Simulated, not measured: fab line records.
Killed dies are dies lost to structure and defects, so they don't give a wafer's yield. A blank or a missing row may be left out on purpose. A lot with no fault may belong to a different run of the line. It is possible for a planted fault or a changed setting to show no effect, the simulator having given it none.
fab line records + flow sky130
record:
- lots: 5
- wafers: 14
- lastDay: 50
route steps=708 shown VIA3@581
lots with no fault: from the same line, run without faults
startH: hours from the record's opening day to when the first of the lot's shown wafers began + waitH: hours since the lot's step before + " repeats the value in the row above + L1.1+2: several wafers, shown together as one row + - no value, or no start given + * or withheld: withheld + < > ~ a bound
route shown NAME@n: a module of which the file shows steps, and the number in the route of the first + usual: mean/standard deviation taken from wafers without a fault + same: alike in all rows + chamber/n: place in a boat + sites: per-site readings + _std_site: the standard deviation of these + _edge_site: the outer-site mean with the inner-site mean subtracted + radiusMm: for every site, how far away it sits from the centre of the wafer + mask NAME#n: copy n + behind: the tool/chamber that last shaped the wafer + hold: reason for holding the lot/hours on hold/outcome of the hold + device: names the non-switching transistor (n, p or np) + end of line: tests of these same wafers at the route's end + a step with no rows: only its recipe + killed: count of dies lost to structure and defects at first sort (not the wafer's yield) + map: a wafer's dies, marking killed ones x, the rest . and places with no die _
set.NAME: the setting that was run; set.NAME@STEP: the one run at that earlier step + model.NAME: the simulator's own value behind a step, which no gauge read
lots seen at some steps along the route; tables by step, rows by wafer
services: the hour from which a tool's chamber was out of use, counted from the record's first day as startH (under 0 if before that day), plus the number of hours and why
== steps ==
step: SKY_VIA3_SOFTBAKE_08
recipe:
- tempC: 100
- timeS: 90
- resist: KrF-thick
step: SKY_VIA3_EXPOSE_09
recipe:
- maskId: VIM3
- na: 0.8
- sourceShape: annular
- sigmaInner: 0.55
- sigmaOuter: 0.85
- targetCdNm: 200
- doseMj: 38
step: SKY_VIA3_PEB_10
recipe:
- pebTempC: withheld
- pebTimeS: withheld
- resist: KrF-thick
step: SKY_VIA3_DEVELOP_11
recipe:
- developTimeS: 60
- resist: KrF-thick
- devTempC: 21
step: SKY_VIA3_CD_MEAS_12
recipe:
- targetCdNm: 200
usual:
- cdNm: 200.4/1.2
| lot.wafer | tool     | chamber | startH  | waitH | cdNm  |
|-----------|----------|---------|---------|-------|-------|
| L517.1    | cdSem-01 | -       | 976.30  | -     | 198.7 |
| L517.2    | "        | -       | "       | "     | 198.3 |
| L517.5    | "        | -       | "       | "     | 197.4 |
| L521.1    | cdSem-01 | -       | 978.05  | -     | 199.0 |
| L521.3    | "        | -       | "       | "     | 198.7 |
| L521.5    | "        | -       | "       | "     | 199.4 |
| L526.1    | cdSem-01 | -       | 1003.13 | -     | 202.2 |
| L526.4    | "        | -       | "       | "     | 202.4 |
| L535.2    | cdSem-01 | -       | 1061.37 | -     | 198.0 |
| L535.4    | "        | -       | "       | "     | 199.2 |
| L535.6    | "        | -       | "       | "     | 199.9 |
| L538.4    | cdSem-02 | -       | 1080.56 | -     | 202.1 |
| L538.5    | "        | -       | "       | "     | 202.4 |
| L538.6    | "        | -       | "       | "     | 201.4 |
step: SKY_VIA3_OVL_MEAS_13
usual:
- VIA3_OVL: -1/5.8
| lot.wafer | tool       | chamber | startH  | waitH | VIA3_OVL[nm] |
|-----------|------------|---------|---------|-------|--------------|
| L517.1    | overlay-01 | -       | 976.42  | 0.1   | 2            |
| L517.2    | "          | -       | "       | "     | -3           |
| L517.5    | "          | -       | "       | "     | 7            |
| L521.1    | overlay-02 | -       | 978.17  | 0.1   | -7           |
| L521.3    | "          | -       | "       | "     | 5            |
| L521.5    | "          | -       | "       | "     | -5           |
| L526.1    | overlay-01 | -       | 1003.25 | 0.1   | -1           |
| L526.4    | "          | -       | "       | "     | -8           |
| L535.2    | overlay-02 | -       | 1061.47 | 0.1   | 3            |
| L535.4    | "          | -       | "       | "     | -2           |
| L535.6    | "          | -       | "       | "     | 9            |
| L538.4    | overlay-01 | -       | 1080.63 | 0.1   | -3           |
| L538.5    | "          | -       | "       | "     | -10          |
| L538.6    | "          | -       | "       | "     | -2           |
step: SKY_VIA3_ETCH_14
recipe:
- chemistry: N2/H2
- target: BARC
- ionEnergyEv: 200
- sourceW: 500
- biasW: 100
- pressureMtorr: 30
- n2FlowSccm: 100
- h2FlowSccm: 200
- stopOn: SiO2
- timeS: 45.9
- targetDepthA: 600
usual:
- drypumpMotorCurrentA: 5.7/0.36
- n2FlowSccm: 100.0/0.3
- oesProductAu: 0.855/0.0051
- throttleValvePct: 13.223/0.0085
| lot.wafer | tool       | chamber | startH  | waitH | drypumpMotorCurrentA | n2FlowSccm | oesProductAu | rfHoursCounterH | throttleValvePct |
|-----------|------------|---------|---------|-------|----------------------|------------|--------------|-----------------|------------------|
| L517.1    | rieDiel-01 | 3       | 976.45  | 0.0   | 6.4                  | 100.0      | 0.850        | 19              | 13.231           |
| L517.2    | "          | 2       | "       | "     | 5.2                  | 99.5       | 0.850        | 5               | 13.223           |
| L517.5    | "          | 3       | "       | "     | 6.4                  | 100.0      | 0.845        | -               | 13.234           |
| L521.1    | rieDiel-02 | 1       | 978.21  | 0.0   | 5.4                  | 99.9       | 0.859        | 9               | 13.200           |
| L521.3    | "          | 3       | "       | "     | 5.3                  | 99.7       | 0.849        | 17              | 13.232           |
| L521.5    | "          | 2       | "       | "     | 5.8                  | 100.3      | 0.861        | -               | 13.226           |
| L526.1    | rieDiel-02 | 3       | 1003.29 | 0.0   | 5.3                  | 99.6       | 0.866        | 17              | 13.232           |
| L526.4    | "          | 2       | "       | "     | 5.7                  | 100.2      | 0.861        | 18              | 13.236           |
| L535.2    | rieDiel-02 | 1       | 1061.50 | 0.0   | 5.5                  | 100.2      | 0.855        | 12              | 13.209           |
| L535.4    | "          | 3       | "       | "     | 5.3                  | 100.5      | 0.858        | 19              | 13.234           |
| L535.6    | "          | 0       | "       | "     | 5.6                  | 100.2      | 0.863        | -               | 13.215           |
| L538.4    | rieDiel-02 | 2       | 1080.65 | 0.0   | 5.7                  | 99.9       | 0.851        | 21              | 13.223           |
| L538.5    | "          | 2       | "       | "     | 5.8                  | 99.8       | 0.854        | -               | 13.201           |
| L538.6    | "          | 3       | "       | "     | 5.3                  | 100.5      | 0.844        | -               | 13.220           |
step: SKY_VIA3_ETCH_15
recipe:
- target: SiO2
- chemistry: C4F8/O2/Ar
- targetDepthNm: 507
- stopOn: TiN
- maskMaterial: KrF-thick
- sourceW: 1500
- biasW: 1200
- pressureMtorr: 40
- c4f8FlowSccm: withheld
- O2_flow_sccm: 6
- Ar_flow_sccm: 300
- timeS: 78
usual:
- oesProductAu: 0.946/0.0046
| lot.wafer | tool       | chamber | startH  | waitH | oesProductAu | rfHoursCounterH |
|-----------|------------|---------|---------|-------|--------------|-----------------|
| L517.1    | rieDiel-01 | 3       | 976.49  | 0.0   | 0.942        | 19              |
| L517.2    | "          | 2       | "       | "     | 0.950        | 5               |
| L517.5    | "          | 3       | "       | "     | 0.942        | -               |
| L521.1    | rieDiel-02 | 1       | 978.25  | 0.0   | 0.944        | 9               |
| L521.3    | "          | 3       | "       | "     | 0.944        | 17              |
| L521.5    | "          | 2       | "       | "     | 0.947        | -               |
| L526.1    | rieDiel-02 | 3       | 1003.33 | 0.0   | 0.951        | 17              |
| L526.4    | "          | 2       | "       | "     | 0.950        | 18              |
| L535.2    | rieDiel-02 | 1       | 1061.54 | 0.0   | 0.953        | 12              |
| L535.4    | "          | 3       | "       | "     | 0.947        | 19              |
| L535.6    | "          | 0       | "       | "     | 0.944        | -               |
| L538.4    | rieDiel-02 | 2       | 1080.69 | 0.0   | 0.941        | 21              |
| L538.5    | "          | 2       | "       | "     | 0.951        | -               |
| L538.6    | "          | 3       | "       | "     | 0.949        | -               |
step: SKY_VIA3_STRIP_16
recipe:
- chemistry: O2/N2
- powerW: 1400
- pressureMtorr: 1500
- platenTempC: withheld
- o2FlowSccm: 3000
- n2FlowSccm: 300
- overashFraction: 0.5
usual:
- drypumpMotorCurrentA: 5.7/0.56
- n2FlowSccm: 299.9/0.92
- oesProductAu: 0.402/0.0047
- stripTimeToEndpointS: 4.134/0.024
| lot.wafer | tool           | chamber | startH  | waitH | drypumpMotorCurrentA | n2FlowSccm | oesProductAu | rfHoursCounterH | stripTimeToEndpointS |
|-----------|----------------|---------|---------|-------|----------------------|------------|--------------|-----------------|----------------------|
| L517.1    | plasmaAsher-04 | 0       | 976.55  | 0.0   | 6.4                  | 301.4      | 0.403        | 116             | 4.182                |
| L517.2    | "              | 1       | "       | "     | 5.5                  | 299.9      | 0.412        | 116             | 4.185                |
| L517.5    | "              | 0       | "       | "     | 6.4                  | 300.3      | 0.409        | -               | 4.161                |
| L521.1    | plasmaAsher-02 | 1       | 978.31  | 0.0   | 5.8                  | 297.8      | 0.401        | 82              | 4.133                |
| L521.3    | "              | 1       | "       | "     | 5.8                  | 299.5      | 0.402        | -               | 4.156                |
| L521.5    | "              | 1       | "       | "     | 5.8                  | 298.8      | 0.403        | -               | 4.111                |
| L526.1    | plasmaAsher-02 | 1       | 1003.39 | 0.0   | 5.7                  | 299.4      | 0.398        | 84              | 4.178                |
| L526.4    | "              | 0       | "       | "     | 5.1                  | 300.1      | 0.396        | -               | 4.131                |
| L535.2    | plasmaAsher-02 | 1       | 1061.60 | 0.0   | 5.8                  | 299.3      | 0.404        | 90              | 4.130                |
| L535.4    | "              | 0       | "       | "     | 5.1                  | 299.4      | 0.406        | -               | 4.132                |
| L535.6    | "              | 1       | "       | "     | 5.8                  | 299.4      | 0.404        | -               | 4.094                |
| L538.4    | plasmaAsher-04 | 0       | 1080.79 | 0.1   | 6.4                  | 299.7      | 0.403        | -               | 4.130                |
| L538.5    | "              | 1       | "       | "     | 5.5                  | 298.1      | 0.399        | -               | 4.132                |
| L538.6    | "              | 0       | "       | "     | 6.4                  | 301.5      | 0.392        | -               | 4.145                |
step: SKY_VIA3_STRIP_17
recipe:
- chemistry: postEtchResidueRemover
- timeS: 1200
- tempC: 72.5
step: SKY_VIA3_CLEAN_18
recipe:
- chemistry: IPA
- timeS: 180
- tempC: 25
step: SKY_VIA3_CLEAN_19
recipe:
- chemistry: O3/DIW
- dry: n2Spin
step: SKY_VIA3_SPUTTER_20
recipe:
- material: TiN
- targetThkNm: 20
- chamberPressurePa: 5
- powerW: 4000
- timeS: 80
usual:
- throttleValvePct: 30.1/0.96
| lot.wafer | tool          | chamber | startH  | waitH | throttleValvePct | model.TiN_of_VIA3_SPUTTER_20.thkNm |
|-----------|---------------|---------|---------|-------|------------------|------------------------------------|
| L517.1    | pvdSputter-04 | -       | 977.58  | 0.0   | 29.8             | 20.19                              |
| L517.2    | "             | -       | "       | "     | 31.4             | 20.31                              |
| L517.5    | "             | -       | "       | "     | 31.3             | 20.4                               |
| L521.1    | pvdSputter-02 | -       | 979.34  | 0.0   | 28.7             | 20.25                              |
| L521.3    | "             | -       | "       | "     | 31.3             | 20.2                               |
| L521.5    | "             | -       | "       | "     | 30.5             | 20.31                              |
| L526.1    | pvdSputter-02 | -       | 1003.99 | 0.0   | 31.0             | 19.98                              |
| L526.4    | "             | -       | "       | "     | 28.8             | 27.24                              |
| L535.2    | pvdSputter-04 | -       | 1062.20 | 0.0   | 31.4             | 20.17                              |
| L535.4    | "             | -       | "       | "     | 29.9             | 20.25                              |
| L535.6    | "             | -       | "       | "     | 31.4             | 20.35                              |
| L538.4    | pvdSputter-04 | -       | 1081.38 | 0.0   | 30.5             | 20.38                              |
| L538.5    | "             | -       | "       | "     | 29.4             | 20.26                              |
| L538.6    | "             | -       | "       | "     | 30.4             | 20.34                              |
step: SKY_VIA3_CVD_21
recipe:
- material: W
- targetThkNm: 390
- timeS: 117.31
- tempC: 400
- pressureTorr: 40
usual:
- heaterPowerW: 838/95
| lot.wafer | tool    | chamber | startH  | waitH | heaterPowerW |
|-----------|---------|---------|---------|-------|--------------|
| L517.1    | cvdW-02 | 0       | 977.64  | 0.0   | 947          |
| L517.2    | "       | 1       | "       | "     | 766          |
| L517.5    | "       | 1       | "       | "     | 781          |
| L521.1    | cvdW-01 | 0       | 979.40  | 0.0   | 913          |
| L521.3    | "       | 1       | "       | "     | 734          |
| L521.5    | "       | 1       | "       | "     | 726          |
| L526.1    | cvdW-01 | 0       | 1004.05 | 0.0   | 940          |
| L526.4    | "       | 1       | "       | "     | 724          |
| L535.2    | cvdW-01 | 0       | 1062.26 | 0.0   | 929          |
| L535.4    | "       | 0       | "       | "     | 933          |
| L535.6    | "       | 0       | "       | "     | 921          |
| L538.4    | cvdW-01 | 1       | 1081.48 | 0.1   | 712          |
| L538.5    | "       | 0       | "       | "     | 923          |
| L538.6    | "       | 1       | "       | "     | 717          |
== services ==
| tool           | chamber | startH  | hours | kind          |
|----------------|---------|---------|-------|---------------|
| plasmaAsher-04 | -       | 961.61  | 3.5   | repair        |
| cvdW-01        | -       | 962.52  | 2.8   | pm            |
| rieDiel-01     | 1       | 962.98  | 27.9  | repair        |
| cvdW-02        | -       | 987.45  | 2.8   | pm            |
| rieDiel-02     | 0       | 1000.56 | 2.1   | repair        |
| rieDiel-02     | 0       | 1005.68 | -     | clean         |
| rieDiel-02     | 0       | 1005.68 | 15.8  | scheduledDown |
| rieDiel-02     | 0       | 1005.68 | 15.8  | ventCycle     |
| pvdSputter-02  | -       | 1024.37 | 1.9   | repair        |
| rieDiel-02     | -       | 1031.39 | 0.4   | repair        |
| rieDiel-01     | 1       | 1042.18 | 9.9   | repair        |
| pvdSputter-02  | -       | 1046.60 | 3.0   | repair        |
| rieDiel-01     | 1       | 1052.04 | -     | clean         |
| rieDiel-01     | 1       | 1052.04 | 13.7  | scheduledDown |
| rieDiel-01     | 1       | 1052.04 | 13.7  | ventCycle     |
| plasmaAsher-04 | -       | 1055.25 | 9.0   | pm            |
| plasmaAsher-04 | 0       | 1055.25 | 9.0   | ventCycle     |
| plasmaAsher-04 | 1       | 1055.25 | 9.0   | ventCycle     |
| cvdW-02        | -       | 1055.35 | 0.7   | repair        |
| plasmaAsher-04 | -       | 1055.50 | 0.7   | repair        |
| plasmaAsher-04 | 0       | 1064.25 | -     | clean         |
| plasmaAsher-04 | 1       | 1064.25 | -     | clean         |
| rieDiel-01     | 2       | 1070.91 | 14.6  | repair        |
| rieDiel-02     | 1       | 1070.92 | 7.5   | repair        |
== key ==
firstSign none at tools or gauges
modelEffect:
- step: SKY_VIA3_SPUTTER_20
- value: TiN_of_VIA3_SPUTTER_20.thkNm
- without: 20.01
- struck: 27.24
metAt SKY_VIA3_SPUTTER_20
struckWafers L526.4
onsetBetween 979.34 1003.99
fault:
- kind: processParameterDrift
- tool: pvdSputter-02
- chamber: -
- onsetH: 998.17
- steps: SKY_VIA3_SPUTTER_20
- channel: targetThkNm
- offset: 7.2362
- shape: step
- endH: 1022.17
- scope: struckWafersOnly
- actsIn: theseRecipesOnly
- stated: 20
